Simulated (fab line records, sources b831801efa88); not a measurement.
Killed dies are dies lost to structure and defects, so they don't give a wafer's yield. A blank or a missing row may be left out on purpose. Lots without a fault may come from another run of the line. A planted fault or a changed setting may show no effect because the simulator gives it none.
Which tool did it? | flow gf180mcu | 6 lots, 18 wafers sampled, at 3 steps of a route of 602

WHAT THE GAUGES READ, wafer by wafer
GF_LVPWELL_TW_MEAS_11.
lot  | measured    | on            | LVPWELL_TW
L696 | day 4 14:32 | film_metro-01 | 558 555 556
L701 | day 5 19:32 | film_metro-01 | 557 555 558
L703 | day 6 10:01 | film_metro-03 | 569 565 569
L705 | day 6 20:11 | film_metro-01 | 556 556 555
L707 | day 7 08:16 | film_metro-01 | 561 560 558
L711 | day 8 02:01 | film_metro-01 | 402 405 402

WHICH TOOL RAN EACH LOT (tool, then ch and the chambers of the sampled wafers, then the start)
lot  | GF_NWELL_STRIP_10                   | GF_LVPWELL_STRIP_10
L696 | plasma_asher-03 ch 0,1, day 4 00:52 | plasma_asher-02 ch 0,1, day 4 14:28
L701 | plasma_asher-03 ch 0,1, day 5 04:28 | plasma_asher-03 ch 0,1, day 5 19:26
L703 | plasma_asher-04 ch 0,1, day 5 18:46 | plasma_asher-03 ch 0,1, day 6 09:55
L705 | plasma_asher-03 ch 0,1, day 6 04:43 | plasma_asher-03 ch 0,1, day 6 20:04
L707 | plasma_asher-01 ch 0,1, day 6 16:07 | plasma_asher-04 ch 0,1, day 7 08:10
L711 | plasma_asher-01 ch 0,1, day 7 09:05 | plasma_asher-04 ch 0,1, day 8 01:53
- GF_NWELL_STRIP_10: strips in O2/N2.
- GF_LVPWELL_STRIP_10: strips in O2/N2.

THE ANSWER, worked out from the rows above alone
Rule: what is usual is taken from the lots themselves. Put in order of their means at a reading, lots are off if they are a third of the lots or fewer, leave a main group of 4 or more, and stand apart from it by a gap of 3 or more times the standard deviation of the main group's means; of several such gaps the widest counts. A main group whose means are all the same, to the digits that the tables above print for the reading, isn't used. A lot without any number at a reading at which 4 lots or more have one is off too. The other lots that the step has rows for count as sound.
Off: L711, at GF_LVPWELL_TW_MEAS_11 (LVPWELL_TW). The main group: mean 559, standard deviation 4.5.
A tool fits if, at a process step before that reading, it ran every lot that is off, and no sound lot after the first of them. The gauges at GF_LVPWELL_TW_MEAS_11 are tried like those tools. Can't be told from this: 3 tools fit, plasma_asher-01 at GF_NWELL_STRIP_10, plasma_asher-04 at GF_LVPWELL_STRIP_10, film_metro-01 at GF_LVPWELL_TW_MEAS_11.

WHAT THE SIMULATOR HAD PUT IN
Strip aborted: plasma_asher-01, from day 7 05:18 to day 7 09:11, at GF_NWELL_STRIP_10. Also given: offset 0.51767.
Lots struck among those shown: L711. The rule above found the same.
